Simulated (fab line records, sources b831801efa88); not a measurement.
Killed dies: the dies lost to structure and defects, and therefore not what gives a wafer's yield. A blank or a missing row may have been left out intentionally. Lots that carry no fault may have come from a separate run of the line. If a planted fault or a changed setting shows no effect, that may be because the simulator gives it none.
A struck lot beside a sound one || flow gf180mcu || 16 out of 602 route steps
Sound: wafers L343.1, L343.4, L343.5. Struck: wafers L348.2, L348.4, L348.5. The cause comes at the end.
Order at every step that has rows: each side's tool, ch and its chambers, its first start. Under that, the readings that differ: sound wafers || struck wafers || difference of the means || sigmas: that difference in standard deviations of wafers without a fault.
alike: a reading whose means differ by less than 2 such deviations, as well as words and numbers matching on both sides. not compared: withheld readings; readings where some wafer has no value; bounds like >300 that might hide an equal value; numbers whose values overlap and for which the record gives no deviation.
Wherever a step has rows on one side only, a row that says differs or no value, or a row with sigmas, the two part there. Numbers that don't overlap but have no deviation are shown without sigmas and don't part them. A reading missing from all wafers of one side parts the sides only when that side holds two or more wafers.

GF_TOP_METAL_SPUTTER_01: material TiN, target thk 30 nm, time 25 s.
  sound on pvd_sputter-02 at day 28 04:15; struck on pvd_sputter-02 at day 29 13:25
  alike: throttle_valve_pct
GF_TOP_METAL_SPUTTER_02: material AlCu, target thk 900 nm, time 47.82 s.
  sound on pvd_sputter-02 at day 28 04:17; struck on pvd_sputter-02 at day 29 13:26
  alike: throttle_valve_pct
GF_TOP_METAL_SPUTTER_03: material Ti, target thk 5 nm, time 3.3 s.
  sound on pvd_sputter-02 at day 28 04:19; struck on pvd_sputter-02 at day 29 13:29
  alike: throttle_valve_pct
GF_TOP_METAL_SPUTTER_04: material TiN, target thk 25 nm, time 20.8 s.
  sound on pvd_sputter-02 at day 28 04:20; struck on pvd_sputter-02 at day 29 13:31
  alike: throttle_valve_pct
GF_TOP_METAL_RS_MEAS_05: a four-point-probe measurement.
  sound on film_metro-01 at day 28 04:22; struck on film_metro-03 at day 29 13:33
  alike: TOP_METAL_ALCU_RS
GF_TOP_METAL_THK_MEAS_06: measures by xrf.
  sound on film_metro-01 at day 28 04:29; struck on film_metro-03 at day 29 13:40
  alike: TOP_METAL_ALCU_THK
then, 6 steps without rows for these wafers: GF_TOP_METAL_DEHYDRATE_07 (time 60 s); GF_TOP_METAL_HMDS_08 (prime time 60 s); GF_TOP_METAL_COAT_09 (resist thk 1500 nm); GF_TOP_METAL_SOFTBAKE_10 (time 60 s); GF_TOP_METAL_EXPOSE_11 (exposes mask MetalTop, target cd 440 nm); GF_TOP_METAL_PEB_12.
GF_TOP_METAL_DEVELOP_13: develop time 60 s.
  sound on litho_track-03 ch 0, day 28 23:12; struck on litho_track-02 ch 0, day 30 07:15
{"reading": "developer_temp_C (C)", "sound": "23.00 22.97 22.89", "struck": "20.44 20.63 20.57", "difference": -2.41, "sigmas": -20}
GF_TOP_METAL_CD_MEAS_14: the cd target is 440 nm.
  sound on cd_sem-02 at day 28 23:21; struck on cd_sem-02 at day 30 07:24
  alike: cd_nm
GF_TOP_METAL_OVL_MEAS_15:
  sound on overlay-01 at day 28 23:28; struck on overlay-01 at day 30 07:30
  alike: TOP_METAL_OVL
GF_PASSIVATION_PROBE_99:
  only the struck wafers here have rows in the record (prober-01, day 31 04:58); the sound ones have none

## WHERE THEY PART
Last at GF_PASSIVATION_PROBE_99 as far as this record goes, first at GF_TOP_METAL_DEVELOP_13.

WHY: what had been put in by the simulator
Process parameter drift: litho_track-02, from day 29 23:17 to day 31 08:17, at GF_TOP_METAL_DEVELOP_13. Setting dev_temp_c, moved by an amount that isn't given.
